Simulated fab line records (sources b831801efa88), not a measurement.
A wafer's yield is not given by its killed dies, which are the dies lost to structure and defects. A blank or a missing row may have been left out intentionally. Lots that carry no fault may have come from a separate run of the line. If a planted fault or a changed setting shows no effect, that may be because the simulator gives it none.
Lot-split experiment / flow sky130 / 23 wafers read across 5 lots, on a route 708 steps long

## ON THE SPLIT
At SKY_RES_PROTECT_SOFTBAKE_03 (time 60 s), the setting temp-c was moved away from the recipe's 90 C on 6 of the 23 wafers read, by -1.1% to +3.4%. For the rest of the wafers, this setting stayed at what the recipe calls for.

## FROM THE SPLIT TO THE READING: what the file shows between them, 2 steps
- SKY_RES_PROTECT_EXPOSE_04: exposes mask RPM, target cd 1270 nm
- SKY_RES_PROTECT_PEB_05

## THE READING
NOVOLAK_of_RES_PROTECT_COAT_02.thk-nm (the simulator's own value, which no gauge read), in nm, at SKY_RES_PROTECT_DEVELOP_06 (develop time 60 s). There is no usual value for it anywhere in the file. Here, 17 wafers ran the recipe; their average is 1141 nm with a standard deviation of 3.2 nm.

wafer=L074.1; tool, chamber at the split=litho-track-03, 0; temp-c as run, C=90; against the recipe=recipe; NOVOLAK_of_RES_PROTECT_COAT_02.thk-nm, nm=1138; against lot-mates on the recipe=-
wafer=L074.2; tool, chamber at the split=litho-track-03, 0; temp-c as run, C=90; against the recipe=recipe; NOVOLAK_of_RES_PROTECT_COAT_02.thk-nm, nm=1137; against lot-mates on the recipe=-
wafer=L074.4; tool, chamber at the split=litho-track-03, 0; temp-c as run, C=90; against the recipe=recipe; NOVOLAK_of_RES_PROTECT_COAT_02.thk-nm, nm=1137; against lot-mates on the recipe=-
wafer=L074.6; tool, chamber at the split=litho-track-03, 0; temp-c as run, C=90; against the recipe=recipe; NOVOLAK_of_RES_PROTECT_COAT_02.thk-nm, nm=1137; against lot-mates on the recipe=-
wafer=L074.5; tool, chamber at the split=litho-track-03, 0; temp-c as run, C=90; against the recipe=recipe; NOVOLAK_of_RES_PROTECT_COAT_02.thk-nm, nm=1136; against lot-mates on the recipe=-
wafer=L077.1; tool, chamber at the split=litho-track-01, 0; temp-c as run, C=90; against the recipe=recipe; NOVOLAK_of_RES_PROTECT_COAT_02.thk-nm, nm=1141; against lot-mates on the recipe=-
wafer=L077.6; tool, chamber at the split=litho-track-01, 0; temp-c as run, C=90; against the recipe=recipe; NOVOLAK_of_RES_PROTECT_COAT_02.thk-nm, nm=1141; against lot-mates on the recipe=-
wafer=L077.2; tool, chamber at the split=litho-track-01, 0; temp-c as run, C=90; against the recipe=recipe; NOVOLAK_of_RES_PROTECT_COAT_02.thk-nm, nm=1144; against lot-mates on the recipe=-
wafer=L077.3; tool, chamber at the split=litho-track-01, 0; temp-c as run, C=90; against the recipe=recipe; NOVOLAK_of_RES_PROTECT_COAT_02.thk-nm, nm=1139; against lot-mates on the recipe=-
wafer=L077.4; tool, chamber at the split=litho-track-01, 0; temp-c as run, C=90; against the recipe=recipe; NOVOLAK_of_RES_PROTECT_COAT_02.thk-nm, nm=1140; against lot-mates on the recipe=-
wafer=L081.1; tool, chamber at the split=litho-track-02, 0; temp-c as run, C=89.02; against the recipe=-1.1%; NOVOLAK_of_RES_PROTECT_COAT_02.thk-nm, nm=1145; against lot-mates on the recipe=+4
wafer=L081.2; tool, chamber at the split=litho-track-02, 0; temp-c as run, C=89.02; against the recipe=-1.1%; NOVOLAK_of_RES_PROTECT_COAT_02.thk-nm, nm=1144; against lot-mates on the recipe=+2
wafer=L081.4; tool, chamber at the split=litho-track-02, 0; temp-c as run, C=90; against the recipe=recipe; NOVOLAK_of_RES_PROTECT_COAT_02.thk-nm, nm=1140; against lot-mates on the recipe=-
wafer=L081.5; tool, chamber at the split=litho-track-02, 0; temp-c as run, C=89.02; against the recipe=-1.1%; NOVOLAK_of_RES_PROTECT_COAT_02.thk-nm, nm=1143; against lot-mates on the recipe=+2
wafer=L081.6; tool, chamber at the split=litho-track-02, 0; temp-c as run, C=90; against the recipe=recipe; NOVOLAK_of_RES_PROTECT_COAT_02.thk-nm, nm=1143; against lot-mates on the recipe=-
wafer=L083.4; tool, chamber at the split=litho-track-02, 0; temp-c as run, C=90; against the recipe=recipe; NOVOLAK_of_RES_PROTECT_COAT_02.thk-nm, nm=1148; against lot-mates on the recipe=-
wafer=L083.5; tool, chamber at the split=litho-track-02, 0; temp-c as run, C=90; against the recipe=recipe; NOVOLAK_of_RES_PROTECT_COAT_02.thk-nm, nm=1145; against lot-mates on the recipe=-
wafer=L083.6; tool, chamber at the split=litho-track-02, 0; temp-c as run, C=90; against the recipe=recipe; NOVOLAK_of_RES_PROTECT_COAT_02.thk-nm, nm=1144; against lot-mates on the recipe=-
wafer=L085.1; tool, chamber at the split=litho-track-01, 0; temp-c as run, C=90; against the recipe=recipe; NOVOLAK_of_RES_PROTECT_COAT_02.thk-nm, nm=1141; against lot-mates on the recipe=-
wafer=L085.6; tool, chamber at the split=litho-track-01, 0; temp-c as run, C=90; against the recipe=recipe; NOVOLAK_of_RES_PROTECT_COAT_02.thk-nm, nm=1141; against lot-mates on the recipe=-
wafer=L085.2; tool, chamber at the split=litho-track-01, 0; temp-c as run, C=93.09; against the recipe=+3.4%; NOVOLAK_of_RES_PROTECT_COAT_02.thk-nm, nm=1133; against lot-mates on the recipe=-8
wafer=L085.3; tool, chamber at the split=litho-track-01, 0; temp-c as run, C=93.09; against the recipe=+3.4%; NOVOLAK_of_RES_PROTECT_COAT_02.thk-nm, nm=1131; against lot-mates on the recipe=-10
wafer=L085.4; tool, chamber at the split=litho-track-01, 0; temp-c as run, C=93.09; against the recipe=+3.4%; NOVOLAK_of_RES_PROTECT_COAT_02.thk-nm, nm=1132; against lot-mates on the recipe=-9

FIT RESULTS
A straight line over all 23 wafers: NOVOLAK_of_RES_PROTECT_COAT_02.thk-nm changes by -2.6 nm for each +1% of temp-c; r = -0.76; the points scatter about the line by 2.9 nm.
The same after taking each lot's own level away (the mean of its wafers on the recipe; 23 wafers): -2.58 nm for each +1%; r = -0.94; scatter 1.3 nm.
According to that fit, moving temp-c by its largest amount changes the reading by 8.9 nm.
The lots' own levels span 1137.0 to 1145.7 nm, that is 2.7 times the standard deviation above.
So the lot-to-lot level blurs the effect unless lot-mates are compared.
Check: for one of the wafers moved furthest among these (+3.4%), held out of the fit, the line's prediction against its lot-mates is -9.33 nm. Against them it came out at -8 nm.

## THESE WAFERS: OTHER SPLITS
Before the reading, these wafers also passed through other splits. Each is held against what the fit with the lots' levels taken away leaves over:
other split on the same wafers=SKY_GATE_OXIDE_OXIDATION_01 temp-c; wafers away from the commonest value=10; r with NOVOLAK_of_RES_PROTECT_COAT_02.thk-nm (lot level and that fit taken away)=+0.01
other split on the same wafers=SKY_GATE_OXIDE_COAT_05 spin-rpm; wafers away from the commonest value=9; r with NOVOLAK_of_RES_PROTECT_COAT_02.thk-nm (lot level and that fit taken away)=-0.05
other split on the same wafers=SKY_GATE_OXIDE_IMPLANT_11 energy-kev; wafers away from the commonest value=5; r with NOVOLAK_of_RES_PROTECT_COAT_02.thk-nm (lot level and that fit taken away)=-0.29

## FILE'S OWN FIT
NOVOLAK_of_RES_PROTECT_COAT_02.thk-nm changes by -2.64 nm for each +1% of temp-c, r = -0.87.
